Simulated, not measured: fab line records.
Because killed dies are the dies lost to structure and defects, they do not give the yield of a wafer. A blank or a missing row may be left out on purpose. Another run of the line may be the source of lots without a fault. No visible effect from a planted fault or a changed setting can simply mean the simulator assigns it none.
Lot-split experiment | flow sfq_line | 23 wafers read across 5 lots, on a route 325 steps long

== ABOUT THE SPLIT ==
At SFQ_TRILAYER_R5_LITHO_PEB_139 (peb time 60 s), the setting peb_time_s was moved away from the recipe's 60 s on 6 of the 23 wafers read, by -10.2% to +3.8%. All remaining wafers had this setting at the recipe value.

== FROM THE SPLIT ON TO THE READING: in between, the file shows 1 step ==
- SFQ_TRILAYER_R5_LITHO_DEVELOP_138: time 60 s

== THE READING ==
R5.cd_nm (the simulator's own value, which no gauge read), in nm, at SFQ_TRILAYER_R5_BARC_OPEN_METAL_ETCH_177 (etches BARC in O2, target depth 125 nm, time 41.7 s). The file does not state a usual value for it. Average 500.5 nm, standard deviation 1.4 nm, over the 17 wafers here run with the recipe.

wafer  | tool, chamber at the split | peb_time_s as run, s | against the recipe | R5.cd_nm, nm | against lot-mates on the recipe
L074.1 | litho_track-02, 0          | 55.83                | -7.0%              | 510.5        | +10.7
L074.2 | litho_track-02, 0          | 60                   | recipe             | 500.2        | -
L074.4 | litho_track-02, 0          | 55.83                | -7.0%              | 511.7        | +11.9
L074.5 | litho_track-02, 0          | 60                   | recipe             | 499.7        | -
L074.6 | litho_track-02, 0          | 60                   | recipe             | 499.6        | -
L075.1 | litho_track-01, 0          | 60                   | recipe             | 500.4        | -
L075.2 | litho_track-01, 0          | 60                   | recipe             | 500.8        | -
L075.3 | litho_track-01, 0          | 53.88                | -10.2%             | 513.9        | +13.6
L075.4 | litho_track-01, 0          | 53.88                | -10.2%             | 515.7        | +15.4
L075.6 | litho_track-01, 0          | 60                   | recipe             | 499.6        | -
L080.1 | litho_track-01, 0          | 60                   | recipe             | 501.5        | -
L080.2 | litho_track-01, 0          | 62.27                | +3.8%              | 498.5        | -3.3
L080.4 | litho_track-01, 0          | 60                   | recipe             | 501.1        | -
L080.5 | litho_track-01, 0          | 60                   | recipe             | 502.7        | -
L080.6 | litho_track-01, 0          | 62.27                | +3.8%              | 496.2        | -5.6
L083.3 | litho_track-02, 0          | 60                   | recipe             | 503          | -
L083.4 | litho_track-02, 0          | 60                   | recipe             | 502.1        | -
L083.6 | litho_track-02, 0          | 60                   | recipe             | 502.5        | -
L085.2 | litho_track-02, 0          | 60                   | recipe             | 499.8        | -
L085.3 | litho_track-02, 0          | 60                   | recipe             | 499.7        | -
L085.5 | litho_track-02, 0          | 60                   | recipe             | 499.7        | -
L085.4 | litho_track-02, 0          | 60                   | recipe             | 499.1        | -
L085.6 | litho_track-02, 0          | 60                   | recipe             | 497.6        | -

THE FIT
A straight line over all 23 wafers: R5.cd_nm changes by -1.36 nm for each +1% of peb_time_s; r = -0.96; the points scatter about the line by 1.5 nm.
The same after taking each lot's own level away (the mean of its wafers on the recipe; 23 wafers): -1.45 nm for each +1%; r = -0.99; scatter 0.86 nm.
That fit puts the effect of the largest move of peb_time_s on the reading at 15 nm.
Across the lots, their own levels run from 499.18 to 502.53 nm, a range of 2.4 times the standard deviation given above.
The two slopes are in agreement: the lot-to-lot level therefore moves the slope only a little.
Check: +15.5 nm against its lot-mates is what the line predicts for one of the wafers moved furthest among these (-10.2%) when that wafer is left out of the fit. Against them it came out at +13.6 nm.

== THESE WAFERS: OTHER SPLITS ==
Other splits were also applied to these wafers ahead of the reading. Each is held against what the fit with the lots' levels taken away leaves over:
other split on the same wafers                    | wafers away from the commonest value | r with R5.cd_nm (lot level and that fit taken away)
SFQ_TRILAYER_M4_DEP_SPUTTER_091 power_w           | 6                                    | -0.06
SFQ_TRILAYER_M4_LITHO_PEB_096 peb_time_s          | 9                                    | +0.13
SFQ_TRILAYER_I4_VIA_LITHO_COAT_103 spin_rpm       | 4                                    | -0.15
SFQ_TRILAYER_I4_VIA_BARC_OPEN_VIA_ETCH_146 time_s | 11                                   | +0.04
SFQ_TRILAYER_JJ_TRILAYER_DEP_SPUTTER_110 time_s   | 10                                   | +0.00
SFQ_TRILAYER_JJ_CE_LITHO_COAT_119 spin_rpm        | 11                                   | +0.13
SFQ_TRILAYER_M5_LITHO_COAT_128 resist_thk_nm      | 12                                   | +0.27
SFQ_TRILAYER_M5_LITHO_PEB_126 peb_time_s          | 10                                   | -0.11
SFQ_TRILAYER_A5B_DEP_PECVD_129 time_s             | 6                                    | -0.03
SFQ_TRILAYER_R5_LITHO_COAT_136 spin_rpm           | 7                                    | -0.56

== FILE'S OWN FIT ==
R5.cd_nm changes by -1.46 nm for each +1% of peb_time_s, r = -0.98.
